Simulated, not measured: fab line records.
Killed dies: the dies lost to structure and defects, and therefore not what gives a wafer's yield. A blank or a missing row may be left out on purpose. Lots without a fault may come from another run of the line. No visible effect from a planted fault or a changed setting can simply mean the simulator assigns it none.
Split-lot study | flow sky130 | on a route of 708 steps: 5 lots, 23 wafers read

== THE SPLIT ==
At SKY_NWELL_IMPLANT_13, the setting energy-kev was moved away from the recipe's 50 on 5 of the 23 wafers read, by -2.6% to +2.1%. All remaining wafers had this setting at the recipe value.

The reading is taken at the split's own step.

== THE READING ==
The simulator's own value implant.drp-nm, read by no gauge, in nm at SKY_NWELL_IMPLANT_13. The file does not state a usual value for it.

wafer  | tool, chamber at the split | energy-kev as run | against the recipe | implant.drp-nm, nm | against lot-mates on the recipe
L078.2 | implanter-04, 0            | 50                | recipe             | 25.55              | -
L078.3 | implanter-04, 0            | 50                | recipe             | 25.55              | -
L078.6 | implanter-04, 0            | 50                | recipe             | 25.55              | -
L079.1 | implanter-04, 0            | 48.68             | -2.6%              | 24.98              | -0.57
L079.2 | implanter-04, 0            | 48.68             | -2.6%              | 24.98              | -0.57
L079.4 | implanter-04, 0            | 48.68             | -2.6%              | 24.98              | -0.57
L079.5 | implanter-04, 0            | 50                | recipe             | 25.55              | -
L079.6 | implanter-04, 0            | 50                | recipe             | 25.55              | -
L080.1 | implanter-01, 0            | 50                | recipe             | 25.55              | -
L080.2 | implanter-01, 0            | 50                | recipe             | 25.55              | -
L080.4 | implanter-01, 0            | 50                | recipe             | 25.55              | -
L080.5 | implanter-01, 0            | 50                | recipe             | 25.55              | -
L080.6 | implanter-01, 0            | 50                | recipe             | 25.55              | -
L081.1 | implanter-03, 0            | 50                | recipe             | 25.55              | -
L081.2 | implanter-03, 0            | 50                | recipe             | 25.55              | -
L081.3 | implanter-03, 0            | 50                | recipe             | 25.55              | -
L081.4 | implanter-03, 0            | 50                | recipe             | 25.55              | -
L081.5 | implanter-03, 0            | 50                | recipe             | 25.55              | -
L085.1 | implanter-01, 0            | 50                | recipe             | 25.55              | -
L085.3 | implanter-01, 0            | 50                | recipe             | 25.55              | -
L085.4 | implanter-01, 0            | 50                | recipe             | 25.55              | -
L085.2 | implanter-01, 0            | 51.04             | +2.1%              | 25.99              | +0.44
L085.5 | implanter-01, 0            | 51.04             | +2.1%              | 25.99              | +0.44

THE FIT
A straight line over all 23 wafers: implant.drp-nm changes by +0.214 nm for each +1% of energy-kev; r = +1.00; the points scatter about the line by 0.0021 nm.
The same after taking each lot's own level away (the mean of its wafers on the recipe; 23 wafers): +0.214 nm for each +1%; r = +1.00; scatter 0.0021 nm.
According to that fit, moving energy-kev by its largest amount changes the reading by 0.57 nm.
The lots' own levels span 25.550 to 25.550 nm.
So the lot-to-lot level changes the slope little: the two slopes agree.
Check: -0.566 nm against its lot-mates is what the line predicts for one of the wafers moved furthest among these (-2.6%) when that wafer is left out of the fit. It came out at -0.57 nm against them.

== FURTHER SPLITS ON THESE WAFERS ==
These wafers also went through other splits before the reading. Each is held against what the fit with the lots' levels taken away leaves over:
other split on the same wafers       | wafers away from the commonest value | r with implant.drp-nm (lot level and that fit taken away)
SKY_FIELD_ISO_OXIDATION_01 temp-c    | 18                                   | -0.16
SKY_FIELD_ISO_OXIDATION_22 ox-time-s | 15                                   | -0.06
SKY_NWELL_OXIDATION_01 temp-c        | 15                                   | +0.20
SKY_DNWELL_EXPOSE_04 dose-mj         | 5                                    | +0.34
SKY_PWDE_IMPLANT_08 energy-kev       | 6                                    | -0.05

== FILE'S OWN FIT ==
implant.drp-nm changes by +0.215 nm for each +1% of energy-kev, r = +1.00.
